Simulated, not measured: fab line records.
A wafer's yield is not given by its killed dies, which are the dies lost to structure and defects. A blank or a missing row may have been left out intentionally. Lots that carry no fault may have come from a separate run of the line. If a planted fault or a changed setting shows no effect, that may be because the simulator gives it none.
Split-lot study / flow sfq line / 23 wafers read from 5 lots, route of 325 steps

== SPLIT DETAILS ==
At SFQ_TRILAYER_M7_DEP_SPUTTER_175 (material Nb, target thk 200 nm, time 133.3 s), the setting power w was moved away from the recipe's 2000 W on 8 of the 23 wafers read, by -7.7% to +9.2%. All remaining wafers had this setting at the recipe value.

== FROM THE SPLIT TO THE READING: what the file shows between them, 6 steps ==
- SFQ_M7_RS_MEAS_943: measures by four-point-probe
- SFQ_TRILAYER_M7_LITHO_COAT_177: resist thk 600 nm (also split here: resist thk nm)
- SFQ_TRILAYER_M7_LITHO_SOFTBAKE_181
- SFQ_TRILAYER_M7_LITHO_EXPOSE_178: exposes mask M7, target cd 500 nm
- SFQ_TRILAYER_M7_LITHO_DEVELOP_179: time 60 s
- SFQ_TRILAYER_M7_BARC_OPEN_METAL_ETCH_229: etches BARC in O2, target depth 125 nm, time 41.7 s

== THE READING ==
oes product au, in a.u., at SFQ_TRILAYER_M7_ETCH_METAL_ETCH_180 (etches Nb in Cl2/Ar, stops on SiO2, target depth 240 nm, time 120 s). On this fab line, fault-free wafers typically give 0.896 a.u. with a standard deviation of 0.0079 a.u.

wafer=L075.1; tool, chamber at the split=pvd sputter-05, -; power w as run, W=2000; against the recipe=recipe; oes product au, a.u.=0.890; against lot-mates on the recipe=-
wafer=L075.3; tool, chamber at the split=pvd sputter-05, -; power w as run, W=2000; against the recipe=recipe; oes product au, a.u.=0.901; against lot-mates on the recipe=-
wafer=L075.4; tool, chamber at the split=pvd sputter-05, -; power w as run, W=2000; against the recipe=recipe; oes product au, a.u.=0.892; against lot-mates on the recipe=-
wafer=L075.5; tool, chamber at the split=pvd sputter-05, -; power w as run, W=2000; against the recipe=recipe; oes product au, a.u.=0.894; against lot-mates on the recipe=-
wafer=L075.6; tool, chamber at the split=pvd sputter-05, -; power w as run, W=2000; against the recipe=recipe; oes product au, a.u.=0.906; against lot-mates on the recipe=-
wafer=L079.1; tool, chamber at the split=pvd sputter-03, -; power w as run, W=2000; against the recipe=recipe; oes product au, a.u.=0.904; against lot-mates on the recipe=-
wafer=L079.4; tool, chamber at the split=pvd sputter-03, -; power w as run, W=2000; against the recipe=recipe; oes product au, a.u.=0.886; against lot-mates on the recipe=-
wafer=L079.6; tool, chamber at the split=pvd sputter-03, -; power w as run, W=2000; against the recipe=recipe; oes product au, a.u.=0.906; against lot-mates on the recipe=-
wafer=L080.1; tool, chamber at the split=pvd sputter-05, -; power w as run, W=2000; against the recipe=recipe; oes product au, a.u.=0.890; against lot-mates on the recipe=-
wafer=L080.3; tool, chamber at the split=pvd sputter-05, -; power w as run, W=1854; against the recipe=-7.3%; oes product au, a.u.=0.861; against lot-mates on the recipe=-0.029
wafer=L080.4; tool, chamber at the split=pvd sputter-05, -; power w as run, W=2000; against the recipe=recipe; oes product au, a.u.=0.889; against lot-mates on the recipe=-
wafer=L080.5; tool, chamber at the split=pvd sputter-05, -; power w as run, W=2000; against the recipe=recipe; oes product au, a.u.=0.892; against lot-mates on the recipe=-
wafer=L080.6; tool, chamber at the split=pvd sputter-05, -; power w as run, W=1854; against the recipe=-7.3%; oes product au, a.u.=0.849; against lot-mates on the recipe=-0.041
wafer=L081.1; tool, chamber at the split=pvd sputter-06, -; power w as run, W=2184; against the recipe=+9.2%; oes product au, a.u.=0.955; against lot-mates on the recipe=+0.052
wafer=L081.2; tool, chamber at the split=pvd sputter-06, -; power w as run, W=2000; against the recipe=recipe; oes product au, a.u.=0.911; against lot-mates on the recipe=-
wafer=L081.3; tool, chamber at the split=pvd sputter-06, -; power w as run, W=2000; against the recipe=recipe; oes product au, a.u.=0.894; against lot-mates on the recipe=-
wafer=L081.4; tool, chamber at the split=pvd sputter-06, -; power w as run, W=2184; against the recipe=+9.2%; oes product au, a.u.=0.945; against lot-mates on the recipe=+0.042
wafer=L081.6; tool, chamber at the split=pvd sputter-06, -; power w as run, W=2184; against the recipe=+9.2%; oes product au, a.u.=0.944; against lot-mates on the recipe=+0.041
wafer=L085.2; tool, chamber at the split=pvd sputter-03, -; power w as run, W=1846; against the recipe=-7.7%; oes product au, a.u.=0.844; against lot-mates on the recipe=-0.052
wafer=L085.3; tool, chamber at the split=pvd sputter-03, -; power w as run, W=2000; against the recipe=recipe; oes product au, a.u.=0.899; against lot-mates on the recipe=-
wafer=L085.4; tool, chamber at the split=pvd sputter-03, -; power w as run, W=1846; against the recipe=-7.7%; oes product au, a.u.=0.855; against lot-mates on the recipe=-0.041
wafer=L085.5; tool, chamber at the split=pvd sputter-03, -; power w as run, W=1846; against the recipe=-7.7%; oes product au, a.u.=0.846; against lot-mates on the recipe=-0.050
wafer=L085.6; tool, chamber at the split=pvd sputter-03, -; power w as run, W=2000; against the recipe=recipe; oes product au, a.u.=0.893; against lot-mates on the recipe=-

THE FIT
A straight line over all 23 wafers: oes product au changes by +0.00582 a.u. for each +1% of power w; r = +0.97; the points scatter about the line by 0.007 a.u.
The same after taking each lot's own level away (the mean of its wafers on the recipe; 23 wafers): +0.00532 a.u. for each +1%; r = +0.97; scatter 0.0068 a.u.
On that fit, the largest move of power w shifts the reading by 0.049 a.u.
The span of the lots' own levels, 0.8903 to 0.9025 a.u., comes to 1.5 times the standard deviation stated above.
The two slopes agree, so the slope changes little with the lot-to-lot level.
Check: for one of the wafers moved furthest among these (+9.2%), held out of the fit, the line's prediction against its lot-mates is +0.0466 a.u. Against them it came out at +0.0525 a.u.

== THE OTHER SPLITS THESE WAFERS WENT THROUGH ==
Note: prior to the reading, these wafers also went through further splits. Each is held against what the fit with the lots' levels taken away leaves over:
other split on the same wafers=SFQ_TRILAYER_R5_LITHO_COAT_141 spin rpm; wafers away from the commonest value=4; r with oes product au (lot level and that fit taken away)=+0.05
other split on the same wafers=SFQ_TRILAYER_R5_ETCH_METAL_ETCH_139 time s; wafers away from the commonest value=9; r with oes product au (lot level and that fit taken away)=-0.02
other split on the same wafers=SFQ_TRILAYER_I5_LITHO_COAT_144 spin rpm; wafers away from the commonest value=10; r with oes product au (lot level and that fit taken away)=-0.16
other split on the same wafers=SFQ_TRILAYER_C5_LITHO_COAT_151 spin rpm; wafers away from the commonest value=9; r with oes product au (lot level and that fit taken away)=+0.06
other split on the same wafers=SFQ_TRILAYER_M6_BARC_OPEN_METAL_ETCH_206 time s; wafers away from the commonest value=11; r with oes product au (lot level and that fit taken away)=+0.15
other split on the same wafers=SFQ_TRILAYER_I6_VIA_LITHO_COAT_174 spin rpm; wafers away from the commonest value=6; r with oes product au (lot level and that fit taken away)=-0.42
other split on the same wafers=SFQ_TRILAYER_I6_VIA_LITHO_PEB_172 peb time s; wafers away from the commonest value=8; r with oes product au (lot level and that fit taken away)=+0.29
other split on the same wafers=SFQ_TRILAYER_M7_LITHO_COAT_177 resist thk nm; wafers away from the commonest value=6; r with oes product au (lot level and that fit taken away)=+0.37

== THE WHOLE CHAIN: every reading that the file lists as answering this split, in the file's order ==
step=SFQ_TRILAYER_M7_DEP_SPUTTER_175; what it does=material Nb, target thk 200 nm, time 133.3 s; reading=Nb_of_TRILAYER_M7_DEP_SPUTTER_175.thk nm (the simulator's own value, which no gauge read); change (the file's fit)=+1.93 nm for each +1% of the setting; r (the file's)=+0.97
step=SFQ_M7_RS_MEAS_943; what it does=measures by four-point-probe; reading=M7_NB_RS; change (the file's fit)=-0.00886 for each +1% of the setting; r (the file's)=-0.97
step=SFQ_TRILAYER_M7_ETCH_METAL_ETCH_180; what it does=etches Nb in Cl2/Ar, stops on SiO2, target depth 240 nm, time 120 s; reading=oes product au; change (the file's fit)=+0.00527 a.u. for each +1% of the setting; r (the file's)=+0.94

== THE FILE'S OWN FIT ==
oes product au changes by +0.00527 a.u. for each +1% of power w, r = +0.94.
